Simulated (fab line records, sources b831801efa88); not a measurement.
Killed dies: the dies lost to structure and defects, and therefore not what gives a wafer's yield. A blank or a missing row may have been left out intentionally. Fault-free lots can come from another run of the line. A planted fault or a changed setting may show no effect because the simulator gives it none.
What tool caused it?    flow sky130    Sampling: 6 lots, 18 wafers, 4 of 708 route steps

## WHAT THE GAUGES SHOWED, per wafer
SKY_CAPM_RS_MEAS_03: uses a four-point probe to measure.
lot   measured      on             CAPM_TIN_RS (ohm/sq)
L154  day 37 10:00  film-metro-03  6.94 6.87 6.99
L160  day 39 12:28  film-metro-02  11.54 11.22 11.55 11.54 11.23 11.58
L166  day 41 10:04  film-metro-02  6.87 6.88 6.85
L168  day 41 19:30  film-metro-03  6.95 6.95 7.03
L170  day 42 06:31  film-metro-02  6.91 6.87 6.76
L171  day 42 16:10  film-metro-04  6.78 6.65 6.84

## WHICH TOOL RAN EACH LOT (tool, then ch and the chambers of the sampled wafers, then the start)
lot   SKY_METAL3_SPUTTER_00         SKY_METAL3_SPUTTER_01         SKY_CAPM_SPUTTER_02
L154  pvd-sputter-02, day 37 09:39  pvd-sputter-02, day 37 09:40  pvd-sputter-01, day 37 09:53
L160  pvd-sputter-04, day 39 12:05  pvd-sputter-04, day 39 12:06  pvd-sputter-01, day 39 12:19
L166  pvd-sputter-02, day 41 09:44  pvd-sputter-02, day 41 09:45  pvd-sputter-03, day 41 09:58
L168  pvd-sputter-01, day 41 19:07  pvd-sputter-01, day 41 19:08  pvd-sputter-03, day 41 19:21
L170  pvd-sputter-01, day 42 06:10  pvd-sputter-01, day 42 06:11  pvd-sputter-03, day 42 06:25
L171  pvd-sputter-04, day 42 15:48  pvd-sputter-04, day 42 15:49  pvd-sputter-03, day 42 16:03
- SKY_METAL3_SPUTTER_00: material Ti, target thk 15 nm, time 10 s.
- SKY_METAL3_SPUTTER_01: material TiN, target thk 20 nm, time 16.7 s.
- SKY_CAPM_SPUTTER_02: material TiN, target thk 200 nm, time 166.7 s.

## THE ANSWER, worked out from the rows above alone
Rule: usual is defined by the lots themselves. The widest of any qualifying gaps counts: lots, ordered by their means at a reading, are off when they make up no more than a third of the lots, leave a main group of 4 or more, and stand apart from it by 3 or more times the standard deviation of that group's means. A main group whose means are all the same, to the digits that the tables above print for the reading, isn't used. A lot without any number at a reading at which 4 lots or more have one is off too. Any other lot the step has rows for is counted as sound.
Off: at SKY_CAPM_RS_MEAS_03 (CAPM_TIN_RS), L160. Mean 6.88 ohm/sq and standard deviation 0.076 in the main group.
If a tool, at a process step before that reading, ran all the lots that are off and no sound lot after the first of them, it fits. Those tools and the gauges at SKY_CAPM_RS_MEAS_03 are tried in the same way. One fits: SKY_CAPM_SPUTTER_02 on pvd-sputter-01. A fault onset in the window from L154 (day 37 09:53, its last sound lot) to L160 (day 39 12:19, its first lot off) fits.

## WHAT WAS PUT IN BY THE SIMULATOR
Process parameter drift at SKY_CAPM_SPUTTER_02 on pvd-sputter-01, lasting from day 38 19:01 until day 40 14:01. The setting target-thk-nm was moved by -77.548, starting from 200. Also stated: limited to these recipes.
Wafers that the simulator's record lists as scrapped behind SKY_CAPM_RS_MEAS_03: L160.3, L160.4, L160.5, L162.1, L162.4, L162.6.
Lots struck among those shown: L160. The same result came from the rule above.
